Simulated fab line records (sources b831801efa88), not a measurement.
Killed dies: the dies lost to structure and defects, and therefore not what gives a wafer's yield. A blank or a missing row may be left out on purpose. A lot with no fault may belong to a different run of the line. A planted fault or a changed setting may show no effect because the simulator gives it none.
Problem report in the 8D (eight disciplines) form, filled by code + flow sky130 + the parts of the form that need people (team, actions taken, sign-off) are left out

## 1. WHAT IS WRONG
Mean SONOS_ONO_CVD_04_THK at SKY_SONOS_ONO_THK_MEAS_05: 8.06 nm over 9 wafers in 3 lots; fault-free wafers: 5.66 nm, standard deviation 0.11. Measured from the usual mean, that is +22 standard deviations.
The first sign was on wafer L550.1 at day 15 08:19, on film-metro-04. The record has a number at this step for 39 wafers belonging to 13 lots. Rule for "out" (also "out of limits"): further than 4 standard deviations from the usual mean. The rest of the wafers with a number are treated as sound.

## 2. WHAT IT IS AND WHAT IT IS NOT
| question                    | is                           | is not                                                                                       |
|-----------------------------|------------------------------|----------------------------------------------------------------------------------------------|
| which readings at this step | SONOS_ONO_CVD_04_THK         | -                                                                                            |
| which lots                  | L550, L551, L552             | L539, L542, L543, L544, L545, L558, L559, L560, L561, L562                                   |
| which wafers of those lots  | all that have a number       | -                                                                                            |
| read on which gauges        | film-metro-03, film-metro-04 | film-metro-01                                                                                |
| when                        | from day 15 08:19            | up to then (15 sound wafers); but 15 sound wafers of L558, L559, L560, L561, L562 came after |

## 3. WHAT RULES OUT EACH SUSPECT
Counting: a tool at a process step up to the reading stays a suspect if it ran every lot that is out and no sound lot after the first of them.
- the gauge at SKY_SONOS_ONO_THK_MEAS_05: ruled out. 2 gauges (film-metro-03, film-metro-04) read the wafers that are out.
- lpcvd-03 at SKY_SONOS_ONO_CVD_04 (deposits SiO2 from SiH4/N2O, target thk 5.7199 nm): ruled out as a lasting fault. Sound lots L559, L558, L560, L561, L562 ran on it after its first lot that is out, L550 (day 15 07:04).
Left after counting: nothing in the record.

## 4. THE CAUSE (what the simulator had put in)
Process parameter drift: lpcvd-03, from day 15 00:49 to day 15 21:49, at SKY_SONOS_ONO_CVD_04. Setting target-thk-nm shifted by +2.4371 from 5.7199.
Counting ruled it out, wrongly: the rule takes a fault to strike every lot that its tool runs from its start on, and this one did not.

## 5. THE EFFECT CHAIN, in route order
Each row: a reading whose mean over the struck wafers that have a number lies more than 3 standard deviations from the usual. Scope: only readings with a usual standard deviation given in the record; hours: median across lots of the time from each lot's start at the first step in this table that gives one to its start at this step; sigmas: change in usual standard deviations.
| hours | step                      | reading              | usual   | on struck wafers | change | sigmas |
|-------|---------------------------|----------------------|---------|------------------|--------|--------|
| 0     | SKY_SONOS_ONO_THK_MEAS_05 | SONOS_ONO_CVD_04_THK | 5.66 nm | 8.06             | +2.40  | +22    |

## 6. WHAT WOULD HAVE CAUGHT IT SOONER
7 hours passed between the start of the fault at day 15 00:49 and the first reading out of limits at a measuring or inspecting step in this record, taken at day 15 08:19.
An alarm limit of 4 standard deviations would not have fired on the tool readings at SKY_SONOS_ONO_CVD_04 for which the record gives a usual standard deviation, since none of them was out on any struck wafer.
